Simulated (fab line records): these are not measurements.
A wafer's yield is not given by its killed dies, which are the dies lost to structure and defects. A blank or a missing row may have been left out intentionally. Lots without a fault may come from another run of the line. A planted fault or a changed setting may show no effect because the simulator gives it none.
Which tool was responsible? || flow gf180mcu || 21 wafers from 7 lots sampled at 2 of the route's 602 steps

== WHAT EACH GAUGE READ, for each wafer ==
GF_PSD_RS_MEAS_14: uses a four-point probe to measure.
{"lot": "L481", "measured": "day 14 18:37", "on": "filmMetro-01", "NSD_RS (ohm/sq)": "46.09 46.24 46.30"}
{"lot": "L484", "measured": "day 15 11:56", "on": "filmMetro-01", "NSD_RS (ohm/sq)": "46.20 46.18 46.25"}
{"lot": "L488", "measured": "day 17 03:08", "on": "filmMetro-01", "NSD_RS (ohm/sq)": "46.08 46.44 46.48"}
{"lot": "L496", "measured": "day 19 17:05", "on": "filmMetro-01", "NSD_RS (ohm/sq)": "46.26 46.29 46.32"}
{"lot": "L499", "measured": "day 21 01:49", "on": "filmMetro-03", "NSD_RS (ohm/sq)": "46.09 46.29 46.22"}
{"lot": "L501", "measured": "day 21 11:44", "on": "filmMetro-03", "NSD_RS (ohm/sq)": "46.14 46.11 46.13"}
{"lot": "L503", "measured": "day 22 06:19", "on": "filmMetro-02", "NSD_RS (ohm/sq)": "46.17 46.12 46.18"}

== TOOL THAT RAN EACH LOT (tool first, then ch and the chambers of the sampled wafers, then the start) ==
{"lot": "L481", "GF_NSD_IMPLANT_10": "implanter-03 ch 0, day 13 20:57"}
{"lot": "L484", "GF_NSD_IMPLANT_10": "implanter-04 ch 0, day 14 14:49"}
{"lot": "L488", "GF_NSD_IMPLANT_10": "implanter-04 ch 0, day 16 03:34"}
{"lot": "L496", "GF_NSD_IMPLANT_10": "implanter-03 ch 0, day 18 16:06"}
{"lot": "L499", "GF_NSD_IMPLANT_10": "implanter-02 ch 0, day 20 01:00"}
{"lot": "L501", "GF_NSD_IMPLANT_10": "implanter-04 ch 0, day 20 11:06"}
{"lot": "L503", "GF_NSD_IMPLANT_10": "implanter-03 ch 0, day 21 06:14"}
- GF_NSD_IMPLANT_10

== THE ANSWER, worked out from the rows above alone ==
Rule: usual is defined by the lots themselves. Put in order of their means at a reading, lots are off if they are a third of the lots or fewer, leave a main group of 4 or more, and stand apart from it by a gap of 3 or more times the standard deviation of the main group's means; of several such gaps the widest counts. A main group whose means are all the same, to the digits that the tables above print for the reading, isn't used. Also off: a lot with no number at a reading for which 4 or more lots have one. All remaining lots with rows at the step are treated as sound.
Across all readings shown, no lot is off: no conclusion can be drawn from this.

== WHAT THE SIMULATOR PUT IN ==
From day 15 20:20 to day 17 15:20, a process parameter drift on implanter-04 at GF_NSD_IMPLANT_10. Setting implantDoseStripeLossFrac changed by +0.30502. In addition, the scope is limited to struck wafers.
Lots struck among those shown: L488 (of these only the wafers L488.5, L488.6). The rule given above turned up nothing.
